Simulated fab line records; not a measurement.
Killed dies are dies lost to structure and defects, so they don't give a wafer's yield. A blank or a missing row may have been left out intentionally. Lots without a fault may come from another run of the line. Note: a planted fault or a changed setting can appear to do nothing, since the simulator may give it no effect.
Chamber matching + flow gf180mcu + GF_V4_CVD_02 on pecvd-04: 3 sister chambers
The step deposits SiO2 from TEOS, target thk 850 nm, time 94.851 s. 16 wafers are shown with their chamber, then 8 later ones without.

WAFERS, EACH WITH ITS CHAMBER
| wafer  | chamber | heater-power-w (W) |
|--------|---------|--------------------|
| L080.1 | 2       | 674                |
| L080.3 | 1       | 834                |
| L080.4 | 2       | 730                |
| L082.3 | 1       | 835                |
| L082.4 | 2       | 776                |
| L082.5 | 1       | 656                |
| L086.1 | 2       | 756                |
| L086.3 | 1       | 782                |
| L086.5 | 1       | 821                |
| L091.2 | 0       | 675                |
| L091.3 | 2       | 740                |
| L091.5 | 2       | 794                |
| L094.1 | 2       | 754                |
| L094.2 | 1       | 739                |
| L094.4 | 2       | 789                |
| L096.1 | 0       | 672                |

SIGNATURES (averages over the wafers above)
| reading        | chamber 0 | chamber 1 | chamber 2 | scatter within a chamber |
|----------------|-----------|-----------|-----------|--------------------------|
| heater-power-w | 673.50    | 777.83    | 751.62    | 52                       |
Rule: distance of a wafer from a chamber = root of the sum over the readings of ((wafer's reading minus chamber's mean) / reading's scatter) squared. The wafer belongs to the nearest chamber; if the next one is less than 2 further off, it can't be placed. How the scatter is found: for the shown wafers, subtract from each reading the mean of its chamber, square and add these, divide the total by (wafers less chambers), then take the root.

WAFERS WHOSE CHAMBER IS MISSING
| wafer  | heater-power-w (W) |
|--------|--------------------|
| L096.4 | 715                |
| L096.6 | 706                |
| L092.1 | 588                |
| L092.2 | 775                |
| L092.4 | 619                |
| L097.3 | 742                |
| L097.5 | 754                |
| L097.6 | 654                |

CHAMBER TAKEN BY EACH
| wafer  | from the rows above          | in truth |
|--------|------------------------------|----------|
| L096.4 | can't be placed: 2 or 0 or 1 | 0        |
| L096.6 | can't be placed: 0 or 2 or 1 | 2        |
| L092.1 | can't be placed: 0 or 2      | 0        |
| L092.2 | can't be placed: 1 or 2 or 0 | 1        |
| L092.4 | can't be placed: 0 or 2      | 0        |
| L097.3 | can't be placed: 2 or 1 or 0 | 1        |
| L097.5 | can't be placed: 2 or 1 or 0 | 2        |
| L097.6 | can't be placed: 0 or 2      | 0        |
Correct placement for 0 of the 8. Not placeable from these rows: 8 (in 8, the candidates include the true chamber). Placed wrongly: 0.
